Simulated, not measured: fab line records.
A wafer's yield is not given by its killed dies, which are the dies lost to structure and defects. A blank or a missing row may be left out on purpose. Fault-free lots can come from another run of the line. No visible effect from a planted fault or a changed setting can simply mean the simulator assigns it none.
Which tool was responsible? | flow sky130 | Sampling: 12 lots, 36 wafers, 2 of 708 route steps

WHAT EACH GAUGE READ, for each wafer
SKY_CONTACT_THK_MEAS_01.
lot  | measured     | on            | CONTACT_CVD_00_THK (nm)
L577 | day 29 20:48 | film-metro-01 | 73.7 74.6 75.0
L578 | day 31 08:04 | film-metro-03 | 73.0 74.4 75.2
L581 | day 31 14:41 | film-metro-04 | 73.3 76.7 74.6
L580 | day 31 20:11 | film-metro-01 | 73.3 74.6 73.4
L582 | day 32 07:49 | film-metro-04 | 73.5 74.6 74.1
L583 | day 32 11:52 | film-metro-04 | 72.8 74.3 71.8
L588 | day 34 04:19 | film-metro-04 | 74.6 73.9 74.8
L593 | day 35 19:45 | film-metro-03 | 74.0 74.8 76.0
L594 | day 36 04:50 | film-metro-03 | 75.6 75.5 75.6
L597 | day 36 12:10 | film-metro-01 | 74.1 74.4 77.3
L595 | day 36 13:31 | film-metro-01 | 73.6 75.1 74.2
L600 | day 37 19:27 | film-metro-03 | 74.6 75.7 75.3

TOOL THAT RAN EACH LOT (tool first, then ch and the chambers of the sampled wafers, then the start)
lot  | SKY_LI_CONTACT_SPUTTER_19
L577 | pvd-sputter-02, day 28 14:58
L578 | pvd-sputter-02, day 30 02:58
L581 | pvd-sputter-01, day 30 08:58
L580 | pvd-sputter-04, day 30 14:34
L582 | pvd-sputter-04, day 31 01:58
L583 | pvd-sputter-04, day 31 06:52
L588 | pvd-sputter-02, day 33 01:13
L593 | pvd-sputter-02, day 34 19:29
L594 | pvd-sputter-02, day 35 02:53
L597 | pvd-sputter-01, day 35 09:31
L595 | pvd-sputter-02, day 35 10:58
L600 | pvd-sputter-01, day 36 15:20
- SKY_LI_CONTACT_SPUTTER_19: material Ti, target thk 20 nm, time 106.37 s.

WHAT THE TOOLS THEMSELVES READ (means of the sampled wafers that have a number; where no wafer has one, the mark that the record gives instead)
SKY_LI_CONTACT_SPUTTER_19.
lot  | tool           | throttle-valve-pct (%)
L577 | pvd-sputter-02 | 28.8
L578 | pvd-sputter-02 | 28.8
L581 | pvd-sputter-01 | 30.3
L580 | pvd-sputter-04 | 29.1
L582 | pvd-sputter-04 | 29.7
L583 | pvd-sputter-04 | 29.6
L588 | pvd-sputter-02 | 28.5
L593 | pvd-sputter-02 | 29.5
L594 | pvd-sputter-02 | 29.6
L597 | pvd-sputter-01 | 30.6
L595 | pvd-sputter-02 | 28.8
L600 | pvd-sputter-01 | 31.2

THE ANSWER, worked out from the rows above alone
Rule: what is usual is taken from the lots themselves. The widest of any qualifying gaps counts: lots, ordered by their means at a reading, are off when they make up no more than a third of the lots, leave a main group of 4 or more, and stand apart from it by 3 or more times the standard deviation of that group's means. A main group whose means are all the same, to the digits that the tables above print for the reading, isn't used. Also off: a lot with no number at a reading for which 4 or more lots have one. Any other lot the step has rows for is counted as sound. Order of review: gauges by route order, followed by the tools' own readings, for which a lot's mean as printed above is used. At the first step where some lot is off, the reading lying furthest off is the one used; lots without a number count as furthest.
Nothing can be told from this: no lot is off at any reading shown.

WHAT THE SIMULATOR HAD INSERTED
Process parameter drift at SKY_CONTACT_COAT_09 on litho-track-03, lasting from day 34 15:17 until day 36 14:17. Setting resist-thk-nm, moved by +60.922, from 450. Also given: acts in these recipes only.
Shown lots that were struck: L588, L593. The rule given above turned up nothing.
